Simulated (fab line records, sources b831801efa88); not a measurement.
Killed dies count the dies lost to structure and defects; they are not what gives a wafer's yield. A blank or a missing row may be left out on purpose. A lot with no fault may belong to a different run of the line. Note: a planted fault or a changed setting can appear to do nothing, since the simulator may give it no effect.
A struck lot beside a sound one + flow sky130 + 17 out of 708 route steps
Sound: these wafers, L157.1, L157.2, L157.3. The struck wafers were L167.2, L167.3, L167.6. Last of all comes the cause.
Per side, at each step with rows, come the tool, then ch with its chambers, and then its first start. Under that, the readings that differ: sound wafers + struck wafers + difference of the means + sigmas: that difference in standard deviations of wafers without a fault.
alike: readings whose means differ by less than 2 such deviations, and words and numbers that are the same on both sides. not compared: withheld readings, readings that some wafer has no value for, bounds like >300 that may hide the same value, and numbers for which the record gives no deviation and whose values overlap.
Wherever a step has rows on one side only, a row that says differs or no value, or a row with sigmas, the two part there. Non-overlapping numbers with no deviation appear without sigmas and do not part them. A reading missing from all wafers of one side parts the sides only when that side holds two or more wafers.

SKY_VT_ADJUST_LVTN_OVL_MEAS_07:
  sound: overlay-01 at day 8 02:44; struck: overlay-01 at day 10 03:02
  alike: VT_ADJUST_LVTN_OVL
following that, these wafers have no rows for 1 step: SKY_VT_ADJUST_LVTN_IMPLANT_08.
SKY_VT_ADJUST_LVTN_STRIP_09: strips in O2/N2.
  sound on plasma_asher-01 ch 0,1, day 8 02:55; struck on plasma_asher-04 ch 0,1, day 10 03:13
  alike: drypump_motor_current_A, oes_product_au, strip_time_to_endpoint_s
  not compared: rf_hours_counter_h
SKY_VT_ADJUST_LVTN_TW_MEAS_10:
  sound: film_metro-04 at day 8 03:01; struck: film_metro-04 at day 10 03:20
  alike: VT_ADJUST_LVTN_TW
then, 7 steps without rows for these wafers: SKY_VT_ADJUST_LVTN_DEHYDRATE_11 (time 60 s); SKY_VT_ADJUST_LVTN_HMDS_12 (prime time 60 s); SKY_VT_ADJUST_LVTN_COAT_13 (resist thk 1140 nm); SKY_VT_ADJUST_LVTN_SOFTBAKE_14 (time 60 s); SKY_VT_ADJUST_LVTN_EXPOSE_15 (exposes mask HVN STD DERIVED, target cd 600 nm); SKY_VT_ADJUST_LVTN_PEB_16; SKY_VT_ADJUST_LVTN_DEVELOP_17 (develop time 60 s).
SKY_VT_ADJUST_LVTN_OVL_MEAS_18:
  sound: overlay-02 at day 8 23:17; struck: overlay-01 at day 11 02:20
  alike: VT_ADJUST_LVTN_01_OVL
SKY_VT_ADJUST_LVTN_IMPLANT_19:
  sound on implanter-01 ch 0, day 8 23:19; struck on implanter-04 ch 0, day 11 02:23
| reading            | sound                         | struck                      | difference | sigmas      |
|--------------------|-------------------------------|-----------------------------|------------|-------------|
| dose_ions_cm2      | 6.494e+11 6.509e+11 6.492e+11 | 4.798e+11 4.8e+11 4.794e+11 | -1.701e+11 | -99 or more |
| faraday_current_uA | 3.60 3.57 3.61                | 2.73 2.70 2.80              | -0.85      | -13         |
  alike: beam_energy_keV
SKY_VT_ADJUST_LVTN_STRIP_20: strips in O2/N2.
  sound on plasma_asher-01 ch 0,1, day 8 23:28; struck on plasma_asher-01 ch 0, day 11 02:31
  alike: drypump_motor_current_A, oes_product_au, strip_time_to_endpoint_s
  not compared: rf_hours_counter_h
SKY_VT_ADJUST_LVTN_TW_MEAS_21:
  sound: film_metro-01 at day 8 23:34; struck: film_metro-01 at day 11 02:38
| reading             | sound             | struck            | difference | sigmas |
|---------------------|-------------------|-------------------|------------|--------|
| VT_ADJUST_LVTN_2_TW | 188.7 190.5 189.7 | 173.5 173.1 174.2 | -16.0      | -11    |
then, 1 step without rows for these wafers: SKY_VT_ADJUST_NCORE_DEHYDRATE_00 (time 60 s).
-- the record jumps here: 38 days lie between the struck wafers' starts before and after (it left off in module VT_ADJUST_NCORE and takes up again in module PAD_OPEN, whose first step shown is number 708 of the route) --
SKY_PAD_OPEN_PROBE_99:
  sound: prober-01 at day 47 05:07; struck: prober-02 at day 48 20:22
| reading                                    | sound                | struck              | difference | sigmas |
|--------------------------------------------|----------------------|---------------------|------------|--------|
| model.etest.res_pwell_under_gate.rs_ohm_sq | 2290 2270 2287       | 2305 2305 2310      | +24        |        |
| model.etest.nfet_g5v0d10v5.body_rise_v (V) | 0.6777 0.6817 0.6892 | 0.6587 0.654 0.6566 | -0.0264    |        |
| model.etest.nfet_16v.body_rise_v (V)       | 0.6735 0.6756 0.6812 | 0.6515 0.6501 0.653 | -0.0252    |        |
  alike: killed_at_M0_to_M3, killed_at_M4_up, killed_at_contacts, killed_at_front_end, killed_at_other, killed_dies, killed_open, killed_short
  not compared: model.etest.nfet_g5v0d10v5.vt_sat_v

## WHERE THEY PART
Last at SKY_VT_ADJUST_LVTN_TW_MEAS_21 as far as this record goes, first at SKY_VT_ADJUST_LVTN_IMPLANT_19. Later steps at which nothing parts them and some readings are alike: SKY_PAD_OPEN_PROBE_99.

WHY: what the simulator had put in
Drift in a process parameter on implanter-04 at SKY_VT_ADJUST_LVTN_IMPLANT_19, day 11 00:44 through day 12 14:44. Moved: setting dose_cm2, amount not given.
